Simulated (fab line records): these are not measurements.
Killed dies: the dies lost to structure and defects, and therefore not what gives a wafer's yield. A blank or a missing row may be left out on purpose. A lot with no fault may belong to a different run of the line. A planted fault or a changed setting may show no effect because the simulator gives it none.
A struck lot beside a sound one | flow gf180mcu | 19 out of 602 route steps
Sound: these wafers, L791.4, L791.5, L791.6. Struck: wafer L797.6 (L797.4, L797.5, from the same lot, were not struck and are left out); the cause is given at the end.
For every step that has rows: the tool of each side, followed by ch and its chambers, followed by its first start. Under that, the readings that differ: sound wafers | struck wafers | difference of the means | sigmas: that difference in standard deviations of wafers without a fault.
alike: same words and numbers on both sides, and readings whose means sit less than 2 such deviations apart. not compared: any withheld reading, any reading some wafer has no value for, any bound like >300 that may hide the same value, and any number with overlapping values for which the record gives no deviation.
Wherever a step has rows on one side only, a row that says differs or no value, or a row with sigmas, the two part there. Non-overlapping numbers with no deviation appear without sigmas and do not part them. A reading that every wafer of one side lacks parts them only if that side has two wafers or more.

GF_PSD_STRIP_10: strips in O2/N2.
  sound on plasma_asher-02 ch 0,1, day 17 21:32; struck on plasma_asher-01 ch 1, day 20 01:07
  reading               | sound             | struck | difference | sigmas
  oes_product_au (a.u.) | 0.598 0.599 0.593 | 0.587  | -0.010     | -2
  alike: drypump_motor_current_A, heater_power_w, strip_time_to_endpoint_s
  not compared: rf_hours_counter_h
GF_PSD_TW_MEAS_11:
  struck on film_metro-02, day 20 01:13; sound on film_metro-01, day 17 21:38
  reading | sound          | struck | difference | sigmas
  PSD_TW  | 3239 3217 3232 | 3189   | -40        | -2
then, 1 step without rows for these wafers: GF_PSD_CLEAN_12 (cleans in SC1/SC2, time 150 s).
GF_PSD_RTA_13: time 20 s.
  sound on rtp_anneal-01 ch 0, day 17 21:46; struck on rtp_anneal-01 ch 0, day 20 01:20
  reading          | sound                | struck | difference | sigmas
  wafer_temp_C_max | 1029.7 1029.3 1030.4 | 1028.1 | -1.7       | -2
  alike: chamber_o2_ppm, lamp_power_pct
GF_PSD_RS_MEAS_14: a four-point-probe measurement.
  struck on film_metro-01, day 20 01:26; sound on film_metro-04, day 17 21:52
  alike: NSD_RS
GF_PSD_RS_MEAS_15: a four-point-probe measurement.
  struck on film_metro-01, day 20 01:33; sound on film_metro-04, day 17 21:59
  alike: PSD_RS
GF_SAB_CVD_00: deposits SiO2 from TEOS, target thk 50 nm, time 4.9302 s.
  sound on pecvd-02 ch 0,1,2, day 17 22:03; struck on pecvd-03 ch 0, day 20 01:37
  alike: heater_power_w
  not compared: since_wet_clean_h
GF_SAB_THK_MEAS_01:
  struck on film_metro-02, day 20 01:40; sound on film_metro-02, day 17 22:05
  alike: SAB_CVD_00_THK
then, 4 steps without rows for these wafers: GF_SAB_DEHYDRATE_02 (time 60 s); GF_SAB_HMDS_03 (prime time 60 s); GF_SAB_COAT_04 (resist thk 1000 nm); GF_SAB_SOFTBAKE_05 (time 60 s).
GF_SAB_EXPOSE_06: exposes mask SAB, target cd 420 nm.
  sound on iline_stepper-02 ch 0, day 18 09:44; struck on iline_stepper-02 ch 0, day 20 13:14
  alike: mask, reticle_temp_C, stage_vel_mm_s
then, 2 steps without rows for these wafers: GF_SAB_PEB_07; GF_SAB_DEVELOP_08 (develop time 60 s).
GF_SAB_CD_MEAS_09: the cd target is 420 nm.
  struck on cd_sem-01, day 21 01:29; sound on cd_sem-01, day 18 21:54
  reading    | sound             | struck | difference | sigmas
  cd_nm (nm) | 420.2 420.4 420.3 | 263.5  | -156.8     | -78
GF_SAB_OVL_MEAS_10:
  struck on overlay-02, day 21 01:34; sound on overlay-02, day 18 21:59
  alike: SAB_OVL
GF_SAB_ETCH_11: etches SiO2 in C4F8/O2/Ar, target depth 55 nm, time 8.5 s.
  sound on rie_diel-04 ch 0,2,3, day 18 22:00; struck on rie_diel-02 ch 1, day 21 01:35
  reading              | sound           | struck | difference | sigmas
  model.SAB.cd_nm (nm) | 420.3 420 420.3 | 263.4  | -156.8     |
  alike: oes_product_au
  not compared: rf_hours_counter_h
then, 1 step without rows for these wafers: GF_SAB_WET_ETCH_12 (etches SiO2 in dHF, target depth 22 nm, time 440 s).

WHERE THEY PART
At GF_PSD_STRIP_10 first; at GF_SAB_CD_MEAS_09 last (within this record only). Later steps at which nothing parts them and some readings are alike: GF_SAB_OVL_MEAS_10, GF_SAB_ETCH_11.

WHY: what the simulator had put in
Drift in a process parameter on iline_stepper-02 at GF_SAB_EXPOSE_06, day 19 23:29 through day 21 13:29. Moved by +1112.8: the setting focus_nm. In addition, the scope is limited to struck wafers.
